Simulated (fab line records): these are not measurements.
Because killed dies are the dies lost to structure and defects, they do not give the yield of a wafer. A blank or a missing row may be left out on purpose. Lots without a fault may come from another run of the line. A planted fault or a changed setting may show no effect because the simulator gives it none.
Check of tool commonality -- flow gf180mcu -- 14 lots and 51 wafers in the sample

WHY IT WAS OPENED
At GF_NWELL_TW_MEAS_11 the reading NWELL_TW is flagged on 3 of 14 lots. Wafers without a fault read 1557, standard deviation 11.
Rule: a lot is flagged when every wafer of it that has a number lies more than 4 standard deviations from that mean, or none has a number. The other lots count as sound.

lot,measured,on,"NWELL_TW, wafer by wafer",flag
L923,day 3 09:12,film-metro-04,1555 1558 1554,
L926,day 4 00:50,film-metro-04,1561 1551 1559,
L927,day 4 04:38,film-metro-01,1581 1571 1569,
L930,day 4 22:49,film-metro-01,1564 1563 1572,
L931,day 5 02:23,film-metro-04,1531 1529 1535,
L933,day 5 15:38,film-metro-02,1564 1565 1552,
L935,day 6 00:35,film-metro-04,1551 1548 1541,
L938,day 6 19:38,film-metro-04,1550 1550 1558,
L939,day 6 23:49,film-metro-02,1418 1420 1420 1434 1433 1432,FLAGGED
L940,day 7 06:23,film-metro-04,1545 1537 1544,
L941,day 7 10:13,film-metro-02,1436 1432 1433 1428 1434 1433,FLAGGED
L942,day 7 17:06,film-metro-04,1419 1416 1416 1418 1417 1418,FLAGGED
L945,day 8 08:37,film-metro-01,1568 1567 1572,
L946,day 8 13:20,film-metro-01,1565 1564 1564,
Average over the flagged lots: 1425; offset from the usual -132, equal to -12 standard deviations.

LOT BY LOT: THE TOOL USED
The record keeps 1 process step preceding the reading, out of 602 steps on the route. In each cell: the tool, then ch and the chambers that the sampled wafers went through, then the start.
lot,flag,GF_NWELL_IMPLANT_08
L923,,"implanter-02 ch 0, day 3 08:49"
L926,,"implanter-02 ch 0, day 4 00:28"
L927,,"implanter-03 ch 0, day 4 04:15"
L930,,"implanter-03 ch 0, day 4 22:26"
L931,,"implanter-03 ch 0, day 5 02:00"
L933,,"implanter-04 ch 0, day 5 15:16"
L935,,"implanter-03 ch 0, day 6 00:11"
L938,,"implanter-04 ch 0, day 6 19:14"
L939,FLAGGED,"implanter-03 ch 0, day 6 23:27"
L940,,"implanter-02 ch 0, day 7 06:01"
L941,FLAGGED,"implanter-03 ch 0, day 7 09:51"
L942,FLAGGED,"implanter-03 ch 0, day 7 16:42"
L945,,"implanter-02 ch 0, day 8 08:13"
L946,,"implanter-02 ch 0, day 8 12:56"
What is done by these steps:
- GF_NWELL_IMPLANT_08
- GF_NWELL_TW_MEAS_11

FLAGGED OVER TOTAL, TOOL BY TOOL (the gauges that took the reading come last)
step,tool,lots run,flagged,share of the flagged lots,sound lots run after its first flagged lot
GF_NWELL_IMPLANT_08,implanter-02,5,0,none,-
GF_NWELL_IMPLANT_08,implanter-03,7,3,all,0
GF_NWELL_IMPLANT_08,implanter-04,2,0,none,-
GF_NWELL_TW_MEAS_11,film-metro-01,4,0,none,-
GF_NWELL_TW_MEAS_11,film-metro-02,3,2,some,0
GF_NWELL_TW_MEAS_11,film-metro-04,7,1,some,0

WHAT THE TABLE PERMITS
1 row of the table ran every flagged lot: implanter-03 at GF_NWELL_IMPLANT_08.
- implanter-03 at GF_NWELL_IMPLANT_08 ran 7 lots, 3 of them flagged. A fault beginning between L935 (day 6 00:11), its last sound lot, and L939 (day 6 23:27), its first flagged one, fits the data.
Just one tool remains: implanter-03 at GF_NWELL_IMPLANT_08.

WHAT THE SIMULATOR HAD INSERTED
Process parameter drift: implanter-03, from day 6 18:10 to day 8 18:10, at GF_NWELL_IMPLANT_08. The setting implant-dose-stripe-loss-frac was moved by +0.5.
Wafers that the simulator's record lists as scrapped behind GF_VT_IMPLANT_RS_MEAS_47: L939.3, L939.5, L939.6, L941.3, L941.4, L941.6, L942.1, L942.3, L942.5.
Lots struck among those shown: L939, L941, L942. The same result came from the rule above.
